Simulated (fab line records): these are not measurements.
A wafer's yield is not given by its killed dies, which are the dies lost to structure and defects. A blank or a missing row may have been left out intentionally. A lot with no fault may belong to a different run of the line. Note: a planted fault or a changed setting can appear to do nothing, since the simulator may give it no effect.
Struck lot and sound lot, side by side -- flow sky130 -- 35 steps out of a route of 708
Sound: the wafers L984.1, L984.4, L984.6. Wafers L997.2, L997.3, L997.5 were the ones struck. Last of all comes the cause.
Order at every step that has rows: each side's tool, ch and its chambers, its first start. Under that, the readings that differ: sound wafers -- struck wafers -- difference of the means -- sigmas: that difference in standard deviations of wafers without a fault.
alike: readings with means less than 2 such deviations apart, plus words and numbers identical on both sides. not compared: withheld readings, readings lacking a value on some wafer, bounds such as >300 that could conceal the same value, and numbers that have no deviation in the record and whose values overlap.
The two part at a step that has a row with sigmas, a row that says differs or no value, or rows on one side only. When numbers do not overlap yet have no deviation, they are printed without sigmas and do not part them. Lack of a reading on every wafer of one side parts them only where that side has two or more wafers.

first, 8 steps without rows for these wafers: SKY_CAPM_SPUTTER_02 (material TiN, target thk 200 nm, time 166.7 s); SKY_CAPM_DEHYDRATE_05 (time 60 s); SKY_CAPM_HMDS_06 (prime time 60 s); SKY_CAPM_COAT_07 (resist thk 1140 nm); SKY_CAPM_SOFTBAKE_08 (time 60 s); SKY_CAPM_EXPOSE_09 (exposes mask CAPM, target cd 1000 nm); SKY_CAPM_PEB_10; SKY_CAPM_DEVELOP_11 (develop time 60 s).
SKY_CAPM_METAL_ETCH_13: etches TiN in Cl2/BCl3, stops on SiO2, target depth 220 nm, time 62.9 s.
  sound on rie-metal-02 ch 0,1, day 37 11:22; struck on rie-metal-02 ch 1, day 41 14:12
  alike: chamber-pressure-mTorr, drypump-motor-current-A, oes-product-au, throttle-valve-pct
  not compared: rf-hours-counter-h
then, 25 steps without rows for these wafers: SKY_CAPM_STRIP_14 (strips in O2/N2); SKY_CAPM_STRIP_15 (strips in post etch residue remover, time 1200 s); SKY_CAPM_CLEAN_16 (cleans in IPA, time 180 s); SKY_CAPM_CLEAN_17 (cleans in O3/DIW); SKY_METAL3_DEHYDRATE_05 (time 60 s); SKY_METAL3_HMDS_06 (prime time 60 s); SKY_METAL3_COAT_07 (resist thk 60 nm); SKY_METAL3_COAT_08 (resist thk 1140 nm); SKY_METAL3_SOFTBAKE_09 (time 90 s); SKY_METAL3_EXPOSE_10 (exposes mask MM3, target cd 300 nm); SKY_METAL3_PEB_11; SKY_METAL3_DEVELOP_12 (develop time 60 s); SKY_METAL3_DESCUM_15 (chemistry O2, time 8 s); SKY_METAL3_ETCH_16 (etches BARC in N2/H2, stops on SiO2, time 88.2 s, target depth 60 nm); SKY_METAL3_ETCH_17 (etches SiO2 in C4F8/O2/Ar, stops on TiN, time 3.9 s, target depth 15 nm); SKY_METAL3_METAL_ETCH_18 (etches the open film in Cl2/BCl3, stops on SiO2, target depth 845 nm, time 183.1 s); SKY_METAL3_STRIP_19 (strips in O2/N2); SKY_METAL3_STRIP_20 (strips in post etch residue remover, time 1200 s); SKY_METAL3_CLEAN_21 (cleans in IPA, time 180 s); SKY_METAL3_CLEAN_22 (cleans in O3/DIW); SKY_VIA3_HDPCVD_00 (deposits SiO2, target thk 1635 nm, time 272.5 s); SKY_VIA3_CMP_02 (polishes SiO2); SKY_VIA3_DEHYDRATE_04 (time 60 s); SKY_VIA3_HMDS_05 (prime time 60 s); SKY_VIA3_COAT_06 (resist thk 60 nm).
-- the record jumps here: 7 days lie between the struck wafers' starts before and after (it left off in module VIA3 and takes up again in module PAD_OPEN, whose first step shown is number 708 of the route) --
SKY_PAD_OPEN_PROBE_99:
  sound on prober-01 at day 45 20:07; struck on prober-02 at day 49 01:32
reading,sound,struck,difference,sigmas
defect-limited-yield (%),79.5 82.5 81.9,68.1 73.0 70.7,-10.7,-6
killed-at-other,0 0 0,65 62 62,+63,+99 or more
killed-dies,101 86 89,157 133 144,+53,+6
sort_bin_3_pad_short (%),1.2 0.2 1.4,5.9 4.3 4.9,+4.1,+10
sort_bin_5_function (%),11.0 10.2 10.6,19.5 16.5 17.5,+7.2,+5
sort-n-pass,391 406 403,335 359 348,-53,-6
sort-yield-pct (%),79.5 82.5 81.9,68.1 73.0 70.7,-10.7,-6
model.etest.tester.sort-n-pass,391 406 403,335 359 348,-53,
model.etest.tester.sort-yield-pct (%),79.47 82.52 81.91,68.09 72.97 70.73,-10.70,
model.etest.tester.sort_bin_5_pct (%),10.98 10.16 10.57,19.51 16.46 17.48,+7.25,
model.etest.tester.sort_bin_3_pct (%),1.22 0.2033 1.423,5.894 4.268 4.878,+4.065,
  alike: killed_at_M0_to_M3, killed_at_M4_up, killed-at-contacts, killed-at-front-end, killed-open, killed-short, sort_bin_6_memory

## WHERE THEY PART
Only at SKY_PAD_OPEN_PROBE_99, within this record.

WHY: what had been put in by the simulator
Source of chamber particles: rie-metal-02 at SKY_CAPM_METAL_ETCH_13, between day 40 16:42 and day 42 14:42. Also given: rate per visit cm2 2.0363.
